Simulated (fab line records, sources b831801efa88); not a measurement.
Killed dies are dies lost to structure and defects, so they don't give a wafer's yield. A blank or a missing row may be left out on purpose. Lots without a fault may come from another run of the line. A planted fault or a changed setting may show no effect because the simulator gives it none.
A struck lot beside a sound one | flow gf180mcu | 15 steps out of a route of 602
Sound: wafers L428.3, L428.4, L428.6. Struck: wafer L435.3. (L435.4, L435.5 of the same lot were not struck and are left out.) The cause comes at the end.
At each step with rows: each side's tool, then ch and its chambers, then its first start. Under that, the readings that differ: sound wafers | struck wafers | difference of the means | sigmas: that difference in standard deviations of wafers without a fault.
alike: readings whose means differ by less than 2 such deviations, and words and numbers that are the same on both sides. not compared: withheld readings, readings that some wafer has no value for, bounds like >300 that may hide the same value, and numbers for which the record gives no deviation and whose values overlap.
The two part at a step that has a row with sigmas, a row that says differs or no value, or rows on one side only. Numbers that don't overlap but have no deviation are shown without sigmas and don't part them. A reading that every wafer of one side lacks parts them only if that side has two wafers or more.

first, 1 step without rows for these wafers: GF_V3_ETCH_16 (etches BARC in N2/H2).
GF_V3_ETCH_17: etches SiO2 in C4F8/O2/Ar, stops on TiN, target depth 635 nm.
  sound on rie_diel-04 ch 0,1,3; struck on rie_diel-04 ch 1
  alike: oes_product_au
then, 3 steps without rows for these wafers: GF_V3_STRIP_18 (strips in O2/N2); GF_V3_STRIP_19 (strips in post etch residue remover, time 1200 s); GF_V3_CLEAN_20 (cleans in DIW).
GF_V3_SPUTTER_21: material Ti, target thk 15 nm, time 80.02 s.
  sound on pvd_sputter-02, day 23 21:51; struck on pvd_sputter-04, day 26 04:39
  alike: throttle_valve_pct
then, 1 step without rows for these wafers: GF_V3_SPUTTER_22 (material TiN, target thk 10 nm, time 40 s).
GF_V3_CVD_23: deposits W, target thk 350 nm, time 104.9 s.
  sound on cvd_w-01 ch 0,1, day 23 21:59; struck on cvd_w-01 ch 0, day 26 04:47
  alike: heater_power_w, susceptor_temp_C
GF_V3_RS_MEAS_24: measures by four-point-probe.
  sound on film_metro-03, day 23 22:06; struck on film_metro-04, day 26 04:54
  alike: V3_W_RS
GF_V3_THK_MEAS_25: measures by xrf.
  sound on film_metro-03, day 23 22:12; struck on film_metro-04, day 26 05:00
  alike: V3_W_THK
then, 1 step without rows for these wafers: GF_V3_CMP_26 (polishes, stops on SiO2, t overpolish 15 s, target thk 0 nm).
GF_M4_SPUTTER_00: material Ti, target thk 37.5 nm, time 150 s.
  sound on pvd_sputter-03, day 23 22:32; struck on pvd_sputter-01, day 26 05:20
  alike: throttle_valve_pct
GF_M4_SPUTTER_01: material TiN, target thk 30 nm, time 25 s.
  sound on pvd_sputter-03, day 23 22:38; struck on pvd_sputter-01, day 26 05:26
  reading                                | sound             | struck | difference | sigmas
  model.TiN_of_M4_SPUTTER_01.thk_nm (nm) | 30.52 29.81 30.44 | 28.92  | -1.34      |
  alike: throttle_valve_pct
GF_M4_SPUTTER_02: material AlCu, target thk 450 nm, time 23.9 s.
  sound on pvd_sputter-03, day 23 22:40; struck on pvd_sputter-01, day 26 05:28
  alike: throttle_valve_pct
then, 1 step without rows for these wafers: GF_PASSIVATION_PROBE_99.

WHERE THEY PART
Nowhere in this record.

WHY: what the simulator had put in
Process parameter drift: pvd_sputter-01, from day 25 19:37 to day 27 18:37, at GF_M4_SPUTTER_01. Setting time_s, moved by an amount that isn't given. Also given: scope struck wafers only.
